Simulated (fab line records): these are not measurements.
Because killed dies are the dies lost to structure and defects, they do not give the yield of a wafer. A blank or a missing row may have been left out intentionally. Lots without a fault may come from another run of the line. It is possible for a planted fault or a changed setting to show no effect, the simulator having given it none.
Which tool was responsible?    flow sky130    11 lots with 33 wafers sampled at 5 steps, on a route of 708 steps

WHAT EACH GAUGE READ, for each wafer
The record lacks any reading of a measuring or inspecting step that a usual standard deviation could be used to judge.

WHAT TOOL EACH LOT RAN ON (gives the tool, then ch and the chambers of the sampled wafers, and finally the start)
lot   SKY_CONTACT_CMP_27             SKY_VIA1_CMP_02                SKY_VIA1_ETCH_15                   SKY_VIA1_CMP_24                SKY_METAL2_SPUTTER_04
L670  cmp-01 ch 0,1,2, day 33 00:11  cmp-01 ch 0,1,2, day 34 05:02  rieDiel-03 ch 0,1, day 35 07:57    cmp-01 ch 0,1,3, day 35 09:01  pvdSputter-04, day 35 09:19
L672  cmp-02 ch 0,1,3, day 33 05:56  cmp-01 ch 0,2,3, day 34 10:45  rieDiel-02 ch 1,2,3, day 35 14:14  cmp-01 ch 0,1,3, day 35 15:16  pvdSputter-04, day 35 15:36
L673  cmp-02 ch 0,2,3, day 33 15:52  cmp-02 ch 1,2,3, day 34 20:13  rieDiel-02 ch 0,2,3, day 35 23:20  cmp-01 ch 0,2,3, day 36 00:21  pvdSputter-03, day 36 00:41
L676  cmp-01 ch 0,2,3, day 34 12:02  cmp-01 ch 1,2,3, day 35 17:04  rieDiel-03 ch 1,3, day 36 19:53    cmp-01 ch 0,1, day 36 20:52    pvdSputter-04, day 36 21:15
L678  cmp-02 ch 0,2,3, day 34 23:22  cmp-01 ch 0,1,3, day 36 03:38  rieDiel-02 ch 0,2,3, day 37 06:17  cmp-02 ch 1,2,3, day 37 07:17  pvdSputter-04, day 37 07:40
L679  cmp-01 ch 0,1, day 35 10:26    cmp-01 ch 0,2, day 36 14:59    rieDiel-03 ch 1,2,3, day 37 18:20  cmp-01 ch 0,1, day 37 19:23    pvdSputter-04, day 37 19:44
L682  cmp-01 ch 0,2,3, day 35 23:48  cmp-01 ch 0,2,3, day 37 04:23  rieDiel-04 ch 0,2,3, day 38 07:17  cmp-01 ch 0,2,3, day 38 08:18  pvdSputter-04, day 38 08:38
L683  cmp-02 ch 0,1,2, day 36 12:31  cmp-02 ch 0,3, day 37 17:12    rieDiel-04 ch 0,1,3, day 38 18:39  cmp-02 ch 0,1, day 38 19:49    pvdSputter-03, day 38 20:10
L684  cmp-01 ch 1,3, day 36 13:26    cmp-02 ch 0,1,2, day 37 18:28  rieDiel-02 ch 0,1,2, day 38 20:24  cmp-01 ch 0,1,2, day 38 22:02  pvdSputter-01, day 38 22:19
L692  cmp-02 ch 2,3, day 38 20:46    cmp-01 ch 0,1,2, day 39 23:30  rieDiel-02 ch 1,2, day 41 00:20    cmp-01 ch 0,2,3, day 41 01:25  pvdSputter-03, day 41 01:43
L691  cmp-01 ch 1,3, day 38 23:55    cmp-01 ch 2,3, day 40 03:27    rieDiel-02 ch 1,2,3, day 41 04:26  cmp-02 ch 1,3, day 41 05:32    pvdSputter-03, day 41 05:52
- SKY_CONTACT_CMP_27: polishes, stops on SiO2, t overpolish 15 s, target thk 0 nm.
- SKY_VIA1_CMP_02: polishes SiO2.
- SKY_VIA1_ETCH_15: etches SiO2 in C4F8/O2/Ar, stops on TiN, target depth 351 nm, time 54 s.
- SKY_VIA1_CMP_24: polishes, stops on SiO2, t overpolish 15 s, target thk 0 nm.
- SKY_METAL2_SPUTTER_04: material TiN, target thk 70 nm, time 58.3 s.

WHAT THE TOOLS THEMSELVES READ (means of the sampled wafers that have a number; where no wafer has one, the mark that the record gives instead)
SKY_CONTACT_CMP_27. Usual: motorCurrentA 11.1 A, standard deviation 0.76; overpolishRunS 15.000 s, standard deviation 0.0093; timeToEndpointS 82 s, standard deviation 3.9.
lot   tool    motorCurrentA (A)  overpolishRunS (s)  timeToEndpointS (s)  flag
L670  cmp-01  11.3               15.000              82                   
L672  cmp-02  10.9               14.994              81                   
L673  cmp-02  10.3               14.994              78                   
L676  cmp-01  11.4               14.998              76                   
L678  cmp-02  10.2               14.998              82                   
L679  cmp-01  11.1               15.006              79                   
L682  cmp-01  11.5               14.993              88                   
L683  cmp-02  11.4               15.007              84                   
L684  cmp-01  11.4               14.998              81                   
L692  cmp-02  10.1               14.997              82                   
L691  cmp-01  11.5               14.997              81                   

SKY_VIA1_CMP_02. Usual: motorCurrentA reads 12.1 A (standard deviation 0.8).
lot   tool    motorCurrentA (A)  flag
L670  cmp-01  12.5               
L672  cmp-01  12.3               
L673  cmp-02  11.7               
L676  cmp-01  12.3               
L678  cmp-01  12.6               
L679  cmp-01  12.9               
L682  cmp-01  12.5               
L683  cmp-02  10.8               
L684  cmp-02  12.3               
L692  cmp-01  12.7               
L691  cmp-01  12.3               

SKY_VIA1_ETCH_15. Usual: oesProductAu reads 0.982 a.u. (standard deviation 0.0054).
lot   tool        oesProductAu (a.u.)  flag
L670  rieDiel-03  0.981                
L672  rieDiel-02  0.977                
L673  rieDiel-02  0.988                
L676  rieDiel-03  0.985                
L678  rieDiel-02  0.981                
L679  rieDiel-03  0.987                
L682  rieDiel-04  0.983                
L683  rieDiel-04  0.979                
L684  rieDiel-02  0.963                OFF
L692  rieDiel-02  0.979                
L691  rieDiel-02  0.981                

SKY_VIA1_CMP_24. Usual: motorCurrentA reads 11.1 A (standard deviation 0.8).
lot   tool    motorCurrentA (A)  flag
L670  cmp-01  11.0               
L672  cmp-01  11.1               
L673  cmp-01  11.3               
L676  cmp-01  11.2               
L678  cmp-02  10.9               
L679  cmp-01  11.5               
L682  cmp-01  10.9               
L683  cmp-02  11.4               
L684  cmp-01  11.6               
L692  cmp-01  11.5               
L691  cmp-02  11.9               

SKY_METAL2_SPUTTER_04. Usual: throttleValvePct reads 30.3 % (standard deviation 0.83).
lot   tool           throttleValvePct (%)  flag
L670  pvdSputter-04  30.0                  
L672  pvdSputter-04  29.9                  
L673  pvdSputter-03  30.3                  
L676  pvdSputter-04  30.0                  
L678  pvdSputter-04  30.1                  
L679  pvdSputter-04  30.3                  
L682  pvdSputter-04  30.1                  
L683  pvdSputter-03  30.8                  
L684  pvdSputter-01  30.5                  
L692  pvdSputter-03  30.2                  
L691  pvdSputter-03  30.3                  

THE ANSWER, worked out from the rows above alone
Rule: take the mean of a lot's wafers that have a number; if it is more than 3 standard deviations from the usual mean, the lot is off. A lot without any number at a reading at which 4 lots or more have one is off too. The other lots that the step has rows for count as sound. The gauges are gone through in route order, then the tools' own readings, and for those a lot's mean is taken as printed above. The first step at which some lot is off is used, and at that step the reading that is off furthest; a lot without a number counts as furthest.
Off at SKY_VIA1_ETCH_15 (oesProductAu): L684.
A tool fits if, at that step or a process step before it, it ran every lot that is off, and no sound lot after the first of them. One candidate fits, namely cmp-02 at SKY_VIA1_CMP_02. A fault onset in the window from L683 (day 37 17:12, its last sound lot) to L684 (day 37 18:28, its first lot off) fits.

WHAT WAS PUT IN BY THE SIMULATOR
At SKY_VIA1_CMP_02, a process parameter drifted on cmp-02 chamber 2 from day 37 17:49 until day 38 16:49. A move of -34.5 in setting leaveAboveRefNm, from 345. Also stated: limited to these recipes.
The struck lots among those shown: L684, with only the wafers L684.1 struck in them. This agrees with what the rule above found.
